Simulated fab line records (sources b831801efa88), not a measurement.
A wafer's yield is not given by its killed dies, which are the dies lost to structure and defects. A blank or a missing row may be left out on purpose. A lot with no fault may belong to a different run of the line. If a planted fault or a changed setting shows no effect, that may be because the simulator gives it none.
fab line records | flow sky130
record: lots: 5 wafers: 15 last_day: 49
route steps=708 shown LDD_N@245 LDD_P@255 PAD_OPEN@708
lots that met no fault: from a run of the same line without faults
start_h: the number of hours between the record's first day and the start of the first shown wafer of the lot | wait_h: hours from the lot's prior step to this one | " the same as in the row above | L1.1+2: several wafers, shown together as one row | - either no value or no given start | * or withheld: withheld | < > ~ a bound
route shown NAME@n: a module of which the file shows steps, and the number in the route of the first | usual: mean/standard deviation of fault-free wafers | same: alike in all rows | chamber/n: place in a boat | sites: readings site by site | _std_site: how widely they spread, as a standard deviation | _edge_site: mean of outer sites minus mean of inner sites | radius_mm: for every site, how far away it sits from the centre of the wafer | mask NAME#n: copy n | behind: tool/chamber where the wafer was last shaped | hold: what put the lot on hold/how long, in hours/how the hold closed | device: the n, p or np transistor that did not switch | end of line: tests of these same wafers at the route's end | step lacking rows: just its recipe | killed: dies lost to structure and defects at the first sort, not the wafer's yield | map: a wafer's dies, x killed, . not, _ none there
set.NAME: the setting that was run; set.NAME@STEP: the one run at that earlier step | model.NAME: the simulator's own value behind a step, which no gauge read
certain route steps with their lots: each step a table, each wafer a row
services: a tool's chamber out of use, with start hour (start_h, from the record's first day; less than 0 if before it), hours out, and reason
== steps ==
step: SKY_LDD_N_IMPLANT_08
recipe: species: As energy_kev: 20 dose_cm2: 7.5e+13 tilt_deg: withheld rotation_deg: 23
step: SKY_LDD_N_IMPLANT_09
recipe: species: As energy_kev: 20 dose_cm2: 7.5e+13 tilt_deg: withheld rotation_deg: 113
step: SKY_LDD_N_IMPLANT_10
recipe: species: As energy_kev: 20 dose_cm2: 7.5e+13 tilt_deg: withheld rotation_deg: 203
step: SKY_LDD_N_IMPLANT_11
recipe: species: As energy_kev: 20 dose_cm2: 7.5e+13 tilt_deg: withheld rotation_deg: 293
step: SKY_LDD_N_IMPLANT_12
recipe: species: BF2 energy_kev: 50 dose_cm2: 5e+12 tilt_deg: 30 rotation_deg: 0
step: SKY_LDD_N_IMPLANT_13
recipe: species: BF2 energy_kev: 50 dose_cm2: 5e+12 tilt_deg: 30 rotation_deg: 90
step: SKY_LDD_N_IMPLANT_14
recipe: species: BF2 energy_kev: 50 dose_cm2: 5e+12 tilt_deg: 30 rotation_deg: 180
step: SKY_LDD_N_IMPLANT_15
recipe: species: BF2 energy_kev: 50 dose_cm2: 5e+12 tilt_deg: 30 rotation_deg: 270
step: SKY_LDD_N_STRIP_16
recipe: chemistry: O2/N2 power_w: 1400 pressure_mtorr: 1500 platen_temp_c: withheld o2_flow_sccm: 3000 n2_flow_sccm: 300 overash_fraction: 0.5
usual: drypump_motor_current_A: 5.8/0.55 oes_product_au: 0.406/0.0046 strip_time_to_endpoint_s: 4.315/0.013
columns lot.wafer tool chamber start_h wait_h drypump_motor_current_A oes_product_au rf_hours_counter_h strip_time_to_endpoint_s
L586.3 plasma_asher-04 1 466.04 0.1 5.0 0.411 - 4.322
L586.4 " 0 " " 6.7 0.408 - 4.326
L586.5 " 1 " " 5.0 0.405 - 4.297
L587.2 plasma_asher-04 1 466.91 0.1 5.0 0.401 61 4.319
L587.5 " 0 " " 6.6 0.404 - 4.307
L587.6 " 1 " " 5.0 0.413 - 4.326
L591.3 plasma_asher-04 0 489.52 0.1 6.7 0.406 - 4.300
L591.5 " 0 " " 6.7 0.407 - 4.322
L591.6 " 1 " " 5.0 0.404 - 4.309
L599.1 plasma_asher-01 0 550.74 0.1 5.9 0.407 46 4.290
L599.3 " 1 " " 5.3 0.411 - 4.325
L599.4 " 0 " " 6.0 0.410 - 4.315
L600.1 plasma_asher-01 0 574.41 0.1 6.0 0.408 48 4.312
L600.4 " 1 " " 5.4 0.420 - 4.299
L600.5 " 1 " " 5.3 0.414 - 4.319
step: SKY_LDD_N_TW_MEAS_17
usual: LDD_N_TW: 2582/15
columns lot.wafer tool chamber start_h wait_h LDD_N_TW
L586.3 film_metro-04 - 466.13 0.1 2611
L586.4 " - " " 2621
L586.5 " - " " 2618
L587.2 film_metro-02 - 467.02 0.1 2575
L587.5 " - " " 2566
L587.6 " - " " 2551
L591.3 film_metro-02 - 489.61 0.1 2579
L591.5 " - " " 2569
L591.6 " - " " 2571
L599.1 film_metro-02 - 550.84 0.1 2576
L599.3 " - " " 2573
L599.4 " - " " 2567
L600.1 film_metro-02 - 574.51 0.1 2573
L600.4 " - " " 2583
L600.5 " - " " 2572
step: SKY_LDD_P_DEHYDRATE_00
recipe: temp_c: 200 time_s: 60
step: SKY_LDD_P_HMDS_01
recipe: prime_time_s: 60 prime_temp_c: 120
step: SKY_LDD_P_COAT_02
recipe: resist: NOVOLAK spin_rpm: 3000 resist_thk_nm: 1140
usual: exhaust_pa: 45.0/0.99
columns lot.wafer tool chamber start_h wait_h exhaust_pa model.NOVOLAK_of_LDD_P_COAT_02.thk_nm
L586.3 litho_track-04 0 480.66 0.1 46.9 1144
L586.4 " 0 " " 45.0 1140
L586.5 " 0 " " 45.0 1141
L587.2 litho_track-04 0 481.94 0.1 44.1 1143
L587.5 " 0 " " 43.1 1144
L587.6 " 0 " " 44.2 1146
L591.3 litho_track-01 0 502.60 0.1 44.2 1419
L591.5 " 0 " " 44.3 1136
L591.6 " 0 " " 45.1 1136
L599.1 litho_track-03 0 566.52 0.1 43.8 1135
L599.3 " 0 " " 44.6 1136
L599.4 " 0 " " 44.1 1134
L600.1 litho_track-01 0 586.75 0.1 44.9 1145
L600.4 " 0 " " 44.7 1144
L600.5 " 0 " " 43.9 1147
step: SKY_LDD_P_SOFTBAKE_03
recipe: temp_c: 90 time_s: 60 resist: NOVOLAK
step: SKY_LDD_P_EXPOSE_04
recipe: mask_id: PSDM na: 0.6 source_shape: conventional sigma_outer: 0.6 polarization: unpolarized target_cd_nm: 380 dose_mj: 138
step: SKY_LDD_P_PEB_05
recipe: temp_c: withheld time_s: * resist: NOVOLAK
step: SKY_LDD_P_DEVELOP_06
recipe: resist: NOVOLAK developer: TMAH develop_time_s: 60 dev_temp_c: 23
usual: exhaust_pa: 45.1/0.96
columns lot.wafer tool chamber start_h wait_h exhaust_pa model.NOVOLAK_of_LDD_P_COAT_02.thk_nm
L586.3 litho_track-01 0 496.30 0.1 44.6 1143
L586.4 " 0 " " 44.7 1140
L586.5 " 0 " " 44.9 1140
L587.2 litho_track-01 0 510.28 0.1 44.8 1142
L587.5 " 0 " " 45.3 1144
L587.6 " 0 " " 45.5 1146
L591.3 litho_track-03 0 517.77 0.1 45.3 1419
L591.5 " 0 " " 45.3 1135
L591.6 " 0 " " 43.8 1136
L599.1 litho_track-03 0 579.57 0.1 44.6 1134
L599.3 " 0 " " 46.1 1136
L599.4 " 0 " " 44.5 1134
L600.1 litho_track-01 0 602.85 0.1 43.3 1145
L600.4 " 0 " " 43.9 1144
L600.5 " 0 " " 43.7 1146
step: SKY_LDD_P_CD_MEAS_07
recipe: target_cd_nm: 380
usual: cd_nm: 379.4/2.1
columns lot.wafer tool chamber start_h wait_h cd_nm
L586.3 cd_sem-02 - 496.44 0.1 378.4
L586.4 " - " " 380.2
L586.5 " - " " 377.4
L587.2 cd_sem-02 - 510.42 0.1 378.4
L587.5 " - " " 378.7
L587.6 " - " " 378.3
L591.3 cd_sem-02 - 517.91 0.1 353.3
L591.5 " - " " 375.8
L591.6 " - " " 375.9
L599.1 cd_sem-02 - 579.72 0.1 376.0
L599.3 " - " " 378.0
L599.4 " - " " 378.1
L600.1 cd_sem-02 - 603.00 0.1 380.1
L600.4 " - " " 381.6
L600.5 " - " " 381.1
step: SKY_LDD_P_OVL_MEAS_08
usual: LDD_P_OVL: 1.0/1.2
columns lot.wafer tool chamber start_h wait_h LDD_P_OVL[nm]
L586.3 overlay-01 - 496.53 0.1 2.0
L586.4 " - " " 1.7
L586.5 " - " " 2.4
L587.2 overlay-02 - 510.53 0.1 1.9
L587.5 " - " " 1.3
L587.6 " - " " 1.4
L591.3 overlay-01 - 518.00 0.1 2.2
L591.5 " - " " 1.9
L591.6 " - " " 1.2
L599.1 overlay-01 - 579.84 0.1 1.3
L599.3 " - " " 0.5
L599.4 " - " " 1.7
L600.1 overlay-01 - 603.12 0.1 -1.0
L600.4 " - " " -0.2
L600.5 " - " " 1.6
step: SKY_LDD_P_IMPLANT_09
recipe: species: BF2 energy_kev: 25 dose_cm2: 1e+13 tilt_deg: withheld
step: SKY_LDD_P_STRIP_10
recipe: chemistry: O2/N2 power_w: 1400 pressure_mtorr: 1500 platen_temp_c: withheld o2_flow_sccm: 3000 n2_flow_sccm: 300 overash_fraction: 0.5
usual: drypump_motor_current_A: 5.8/0.49 oes_product_au: 0.716/0.0046 strip_time_to_endpoint_s: 14.16/0.044
columns lot.wafer tool chamber start_h wait_h drypump_motor_current_A oes_product_au rf_hours_counter_h strip_time_to_endpoint_s
L586.3 plasma_asher-04 1 496.74 0.1 5.0 0.719 - 14.22
L586.4 " 0 " " 6.7 0.716 - 14.19
L586.5 " 1 " " 5.0 0.720 - 14.18
L587.2 plasma_asher-04 1 510.71 0.1 5.0 0.714 63 14.20
L587.5 " 0 " " 6.7 0.714 - 14.23
L587.6 " 1 " " 5.0 0.709 - 14.25
L591.3 plasma_asher-03 0 518.21 0.1 6.1 0.708 - 17.32
L591.5 " 1 " " 5.8 0.725 - 14.13
L591.6 " 0 " " 6.2 0.715 - 14.13
L599.1 plasma_asher-02 1 580.02 0.1 5.7 0.710 15 14.12
L599.3 " 1 " " 5.7 0.719 - 14.12
L599.4 " 0 " " 5.6 0.719 - 14.11
L600.1 plasma_asher-03 1 603.31 0.1 5.8 0.712 90 14.25
L600.4 " 0 " " 6.2 0.719 - 14.22
L600.5 " 1 " " 5.8 0.713 - 14.25
step: SKY_LDD_P_TW_MEAS_11
usual: LDD_P_TW: 632/3.6
columns lot.wafer tool chamber start_h wait_h LDD_P_TW
L586.3 film_metro-02 - 496.83 0.1 635
L586.4 " - " " 632
L586.5 " - " " 633
L587.2 film_metro-03 - 510.82 0.1 632
L587.5 " - " " 631
L587.6 " - " " 629
L591.3 film_metro-03 - 518.30 0.1 630
L591.5 " - " " 628
L591.6 " - " " 632
L599.1 film_metro-03 - 580.12 0.1 630
L599.3 " - " " 628
L599.4 " - " " 630
L600.1 film_metro-02 - 603.41 0.1 640
L600.4 " - " " 639
L600.5 " - " " 639
step: SKY_PAD_OPEN_PROBE_99
usual: killed_at_M0_to_M3: 42/6.1 killed_at_M4_up: 3.3/1.7 killed_at_contacts: 25/5.4 killed_at_front_end: 16/4.6 killed_at_other: 0.4/0.55 killed_dies: 87/8.8 killed_open: 47/7.1 killed_short: 40/5.8
same: gross_dies: 492 killed_at_back_side: 0
columns lot.wafer tool chamber start_h wait_h killed_at_M0_to_M3 killed_at_M4_up killed_at_contacts killed_at_front_end killed_at_other killed_dies killed_open killed_short
L586.3 prober-02 - 1112.28 0.2 39 6 23 13 0 81 41 40
L586.4 prober-02 - 1112.33 0.2 37 2 22 20 0 81 49 32
L587.2 prober-02 - 1115.94 0.1 25 1 30 18 0 74 41 32
L587.5 prober-02 - 1116.09 0.2 45 5 23 23 1 97 56 41
L587.6 prober-02 - 1116.14 0.2 45 1 38 16 1 101 53 46
L591.3 prober-02 - 1131.65 0.2 32 3 17 16 0 68 38 30
L591.5 prober-02 - 1131.75 0.2 39 2 35 23 0 99 60 39
L591.6 prober-02 - 1131.80 0.2 39 8 26 14 0 87 45 41
L600.1 prober-01 - 1176.05 0.1 33 2 21 17 0 73 32 41
L600.4 prober-01 - 1176.20 0.2 40 6 28 10 0 84 47 35
L600.5 prober-01 - 1176.25 0.2 45 4 21 25 0 95 42 53
killed by level:class
L586.3 VIA1:geometric_particle:open=10 VIA2:geometric_particle:open=9 CONTACT:geometric_particle:open=9 FIELD_ISO:geometric_particle:short=6 METAL4:geometric_particle:short=6 LI_CONTACT:geometric_particle:short=4 METAL2:geometric_particle:short=4 METAL3:geometric_particle:short=4
L586.4 VIA1:geometric_particle:open=12 POLY_GATE:geometric_particle:short=9 CONTACT:geometric_particle:open=8 VIA2:geometric_particle:open=8 LI_CONTACT:geometric_particle:open=6 LOCAL_INTERCONNECT:geometric_particle:short=6 VIA3:geometric_particle:open=6 POLY_GATE:geometric_particle:open=5
L587.2 CONTACT:geometric_particle:open=12 VIA1:geometric_particle:open=9 LI_CONTACT:geometric_particle:open=6 LI_CONTACT:geometric_particle:short=5 CONTACT:geometric_particle:short=5 VIA2:geometric_particle:open=5 POLY_GATE:geometric_particle:short=4 FIELD_ISO:geometric_particle:short=3
L587.5 VIA1:geometric_particle:open=11 LI_CONTACT:geometric_particle:open=10 CONTACT:geometric_particle:open=9 POLY_GATE:geometric_particle:short=8 VIA2:geometric_particle:open=8 VIA3:geometric_particle:open=7 FIELD_ISO:geometric_particle:open=5 VIA1:geometric_particle:short=5
L587.6 LI_CONTACT:geometric_particle:open=12 VIA1:geometric_particle:open=12 CONTACT:geometric_particle:open=9 VIA2:geometric_particle:open=7 LOCAL_INTERCONNECT:geometric_particle:short=6 METAL2:geometric_particle:short=6 POLY_GATE:geometric_particle:open=5 LI_CONTACT:geometric_particle:short=5
L591.3 LI_CONTACT:geometric_particle:open=9 VIA1:geometric_particle:open=8 VIA3:geometric_particle:open=7 FIELD_ISO:geometric_particle:short=6 POLY_GATE:geometric_particle:short=5 CONTACT:geometric_particle:open=5 METAL1:geometric_particle:short=4 METAL2:geometric_particle:short=4
L591.5 CONTACT:geometric_particle:open=14 LI_CONTACT:geometric_particle:open=9 METAL2:geometric_particle:short=9 VIA1:geometric_particle:open=7 VIA3:geometric_particle:open=7 FIELD_ISO:geometric_particle:open=6 FIELD_ISO:geometric_particle:short=5 LI_CONTACT:geometric_particle:short=5
L591.6 VIA3:geometric_particle:open=9 LI_CONTACT:geometric_particle:open=7 CONTACT:geometric_particle:open=6 CONTACT:geometric_particle:short=6 METAL1:geometric_particle:short=6 METAL4:geometric_particle:short=5 VIA1:geometric_particle:short=4 VIA1:geometric_particle:open=4
L600.1 VIA1:geometric_particle:open=9 FIELD_ISO:geometric_particle:open=6 CONTACT:geometric_particle:short=6 LI_CONTACT:geometric_particle:open=6 VIA1:geometric_particle:short=6 METAL2:geometric_particle:short=5 FIELD_ISO:geometric_particle:short=4 LI_CONTACT:geometric_particle:short=4
L600.4 CONTACT:geometric_particle:open=9 VIA1:geometric_particle:open=8 VIA2:geometric_particle:open=7 VIA3:geometric_particle:open=7 LI_CONTACT:geometric_particle:short=6 CONTACT:geometric_particle:short=6 VIA2:geometric_particle:short=6 LI_CONTACT:geometric_particle:open=5
L600.5 VIA1:geometric_particle:open=10 POLY_GATE:geometric_particle:short=8 LI_CONTACT:geometric_particle:open=7 METAL1:geometric_particle:short=7 FIELD_ISO:geometric_particle:open=6 METAL2:geometric_particle:short=6 FIELD_ISO:geometric_particle:short=5 VIA1:geometric_particle:short=5
== services ==
columns tool chamber start_h hours kind
plasma_asher-03 - 464.08 0.7 repair
plasma_asher-04 - 467.01 15.6 pm
plasma_asher-01 - 486.39 2.0 repair
plasma_asher-02 - 528.69 2.5 repair
plasma_asher-02 - 542.97 0.3 repair
plasma_asher-04 - 552.31 5.8 repair
litho_track-04 - 552.38 - consumable_replace:filter
== key ==
first_sign: step: SKY_LDD_P_CD_MEAS_07 reading: cd_nm direction: down sigmas: 13 usual: 379.4 struck: 353.3
effect: step: SKY_LDD_P_STRIP_10 reading: strip_time_to_endpoint_s direction: up sigmas: 71 usual: * struck: *
model_effect: step: SKY_LDD_P_COAT_02 value: NOVOLAK_of_LDD_P_COAT_02.thk_nm without: 1140 struck: 1419
model_effect: step: SKY_LDD_P_DEVELOP_06 value: NOVOLAK_of_LDD_P_COAT_02.thk_nm without: 1140 struck: 1419
met_at SKY_LDD_P_COAT_02
struck_wafers L591.3
tester_left_out L591
fault: kind: process_parameter_drift tool: litho_track-01 chamber: - onset_h: 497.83 steps: SKY_LDD_P_COAT_02 channel: resist_thk_nm offset: 279.29 shape: step end_h: 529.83 scope: struck_wafers_only acts_in: these_recipes_only stated: 1140
tester_left_out: of these lots the tester's yield and bins aren't shown, on N5 and GAA mostly nor the transistor test; their killed dies are dies lost to structure and defects alone, not to doping, threshold or leakage, so they don't give the yield
